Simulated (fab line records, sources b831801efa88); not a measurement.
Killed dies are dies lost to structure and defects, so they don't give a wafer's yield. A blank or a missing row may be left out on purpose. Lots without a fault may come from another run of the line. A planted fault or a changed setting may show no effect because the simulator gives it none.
Which tool did it? | flow sky130 | 11 lots, 33 wafers sampled, at 6 steps of a route of 708

WHAT THE GAUGES READ, wafer by wafer
SKY_VIA3_RS_MEAS_22: measures by four-point-probe. Usual: VIA3_W_RS 0.292 ohm/sq, standard deviation 0.0049.
lot  | measured     | on            | VIA3_W_RS (ohm/sq) | flag
L352 | day 40 15:56 | film_metro-03 | 0.294 0.286 0.294  |
L357 | day 43 12:25 | film_metro-01 | 0.296 0.282 0.286  |
L355 | day 43 12:46 | film_metro-04 | 0.286 0.286 0.293  |
L359 | day 43 14:58 | film_metro-01 | 0.298 0.287 0.285  |
L360 | day 43 17:25 | film_metro-01 | 0.297 0.294 0.299  |
L358 | day 43 18:20 | film_metro-01 | 0.470 0.428 0.420  | OFF
L362 | day 43 19:22 | film_metro-03 | 0.290 0.292 0.286  |
L361 | day 43 20:00 | film_metro-04 | 0.434 0.476 0.429  | OFF
L364 | day 43 20:21 | film_metro-04 | 0.422 0.444 0.420  | OFF
L365 | day 44 07:25 | film_metro-03 | 0.296 0.299 0.288  |
L371 | day 46 11:59 | film_metro-03 | 0.297 0.291 0.293  |

SKY_VIA3_THK_MEAS_23: measures by xrf. Usual: VIA3_W_THK 387 nm, standard deviation 7.1.
lot  | measured     | on            | VIA3_W_THK (nm) | flag
L352 | day 40 16:02 | film_metro-03 | 379 389 385     |
L357 | day 43 12:32 | film_metro-01 | 384 402 396     |
L355 | day 43 12:53 | film_metro-04 | 397 398 392     |
L359 | day 43 15:04 | film_metro-01 | 383 395 396     |
L360 | day 43 17:31 | film_metro-01 | 384 385 378     |
L358 | day 43 18:28 | film_metro-01 | 284 307 309     | OFF
L362 | day 43 19:28 | film_metro-03 | 389 388 394     |
L361 | day 43 20:07 | film_metro-04 | 305 283 304     | OFF
L364 | day 43 20:28 | film_metro-04 | 307 297 309     | OFF
L365 | day 44 07:31 | film_metro-03 | 378 377 387     |
L371 | day 46 12:07 | film_metro-03 | 382 390 386     |

SKY_CAP2M_RS_MEAS_03: measures by four-point-probe. Usual: CAP2M_TIN_RS 6.87 ohm/sq, standard deviation 0.082.
lot  | measured     | on            | CAP2M_TIN_RS (ohm/sq) | flag
L352 | day 40 17:51 | film_metro-04 | 6.81 6.76 6.86        |
L357 | day 43 13:16 | film_metro-02 | 6.82 6.82 6.89        |
L355 | day 43 13:36 | film_metro-03 | 6.92 6.74 6.89        |
L359 | day 43 15:49 | film_metro-03 | 6.79 6.94 6.98        |
L360 | day 43 18:15 | film_metro-02 | 6.88 6.76 6.84        |
L358 | day 43 19:10 | film_metro-02 | 6.82 6.89 6.91        |
L362 | day 43 20:11 | film_metro-03 | 6.80 6.97 6.91        |
L361 | day 43 20:49 | film_metro-02 | 6.77 6.85 6.77        |
L364 | day 43 21:10 | film_metro-02 | 6.98 6.80 6.88        |
L365 | day 44 08:14 | film_metro-02 | 6.84 6.80 6.80        |
L371 | day 46 12:49 | film_metro-04 | 6.74 6.74 6.79        |

SKY_CAP2M_THK_MEAS_04: measures by xrf. Usual: CAP2M_TIN_THK 203.1 nm, standard deviation 2.4.
lot  | measured     | on            | CAP2M_TIN_THK (nm) | flag
L352 | day 40 17:57 | film_metro-04 | 203.5 204.9 202.4  |
L357 | day 43 13:23 | film_metro-02 | 205.0 204.5 202.1  |
L355 | day 43 13:43 | film_metro-03 | 202.2 207.2 203.2  |
L359 | day 43 15:55 | film_metro-03 | 205.3 201.5 200.1  |
L360 | day 43 18:21 | film_metro-02 | 202.6 207.0 203.9  |
L358 | day 43 19:17 | film_metro-02 | 204.9 203.1 201.2  |
L362 | day 43 20:18 | film_metro-03 | 204.4 200.7 202.5  |
L361 | day 43 20:56 | film_metro-02 | 206.4 202.7 206.0  |
L364 | day 43 21:17 | film_metro-02 | 200.5 205.7 201.5  |
L365 | day 44 08:20 | film_metro-02 | 204.8 205.7 205.5  |
L371 | day 46 12:56 | film_metro-04 | 205.7 206.4 203.7  |

WHICH TOOL RAN EACH LOT (tool, then ch and the chambers of the sampled wafers, then the start)
lot  | SKY_VIA3_SPUTTER_20          | SKY_VIA3_CVD_21
L352 | pvd_sputter-03, day 40 15:43 | cvd_w-01 ch 0,1, day 40 15:49
L357 | pvd_sputter-02, day 43 12:14 | cvd_w-02 ch 0,1, day 43 12:18
L355 | pvd_sputter-04, day 43 12:35 | cvd_w-01 ch 0, day 43 12:39
L359 | pvd_sputter-03, day 43 14:44 | cvd_w-02 ch 0,1, day 43 14:50
L360 | pvd_sputter-02, day 43 17:11 | cvd_w-01 ch 0,1, day 43 17:17
L358 | pvd_sputter-02, day 43 18:10 | cvd_w-02 ch 0,1, day 43 18:13
L362 | pvd_sputter-02, day 43 19:10 | cvd_w-01 ch 0,1, day 43 19:13
L361 | pvd_sputter-02, day 43 19:49 | cvd_w-02 ch 0,1, day 43 19:52
L364 | pvd_sputter-02, day 43 20:10 | cvd_w-02 ch 0,1, day 43 20:13
L365 | pvd_sputter-04, day 44 07:12 | cvd_w-01 ch 0,1, day 44 07:16
L371 | pvd_sputter-04, day 46 11:48 | cvd_w-01 ch 0,1, day 46 11:52
- SKY_VIA3_SPUTTER_20: material TiN, target thk 20 nm, time 80 s.
- SKY_VIA3_CVD_21: deposits W, target thk 390 nm, time 117.31 s.

WHAT THE TOOLS THEMSELVES READ (means of the sampled wafers that have a number; where no wafer has one, the mark that the record gives instead)
SKY_VIA3_SPUTTER_20. Usual: throttle_valve_pct 29.9 %, standard deviation 1.1.
lot  | tool           | throttle_valve_pct (%) | flag
L352 | pvd_sputter-03 | 30.7                   |
L357 | pvd_sputter-02 | 28.3                   |
L355 | pvd_sputter-04 | 30.3                   |
L359 | pvd_sputter-03 | 31.0                   |
L360 | pvd_sputter-02 | 28.8                   |
L358 | pvd_sputter-02 | 28.7                   |
L362 | pvd_sputter-02 | 28.9                   |
L361 | pvd_sputter-02 | 29.2                   |
L364 | pvd_sputter-02 | 29.2                   |
L365 | pvd_sputter-04 | 30.2                   |
L371 | pvd_sputter-04 | 30.4                   |

SKY_VIA3_CVD_21. Usual: heater_power_w 820 W, standard deviation 36.
lot  | tool     | heater_power_w (W) | flag
L352 | cvd_w-01 | 821                |
L357 | cvd_w-02 | 811                |
L355 | cvd_w-01 | 782                |
L359 | cvd_w-02 | 823                |
L360 | cvd_w-01 | 836                |
L358 | cvd_w-02 | 800                |
L362 | cvd_w-01 | 805                |
L361 | cvd_w-02 | 811                |
L364 | cvd_w-02 | 811                |
L365 | cvd_w-01 | 830                |
L371 | cvd_w-01 | 802                |

THE ANSWER, worked out from the rows above alone
Rule: a lot is off if the mean of its wafers that have a number lies more than 3 standard deviations from the usual mean. A lot without any number at a reading at which 4 lots or more have one is off too. The other lots that the step has rows for count as sound. The gauges are gone through in route order, then the tools' own readings, and for those a lot's mean is taken as printed above. The first step at which some lot is off is used, and at that step the reading that is off furthest; a lot without a number counts as furthest.
Off: L358, L361, L364, at SKY_VIA3_RS_MEAS_22 (VIA3_W_RS).
A tool fits if, at a process step before that reading, it ran every lot that is off, and no sound lot after the first of them. The gauges at SKY_VIA3_RS_MEAS_22 are tried like those tools. One fits: cvd_w-02 at SKY_VIA3_CVD_21. Its last sound lot is L359 (day 43 14:50), its first lot that is off L358 (day 43 18:13): a fault that began between those two fits.

WHAT THE SIMULATOR HAD PUT IN
Site profile drift: cvd_w-02, from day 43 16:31 on, at SKY_VIA3_CVD_21. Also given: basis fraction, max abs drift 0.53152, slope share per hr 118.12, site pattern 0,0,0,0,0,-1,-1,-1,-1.
Lots struck among those shown: L358, L361, L364. The rule above found the same.
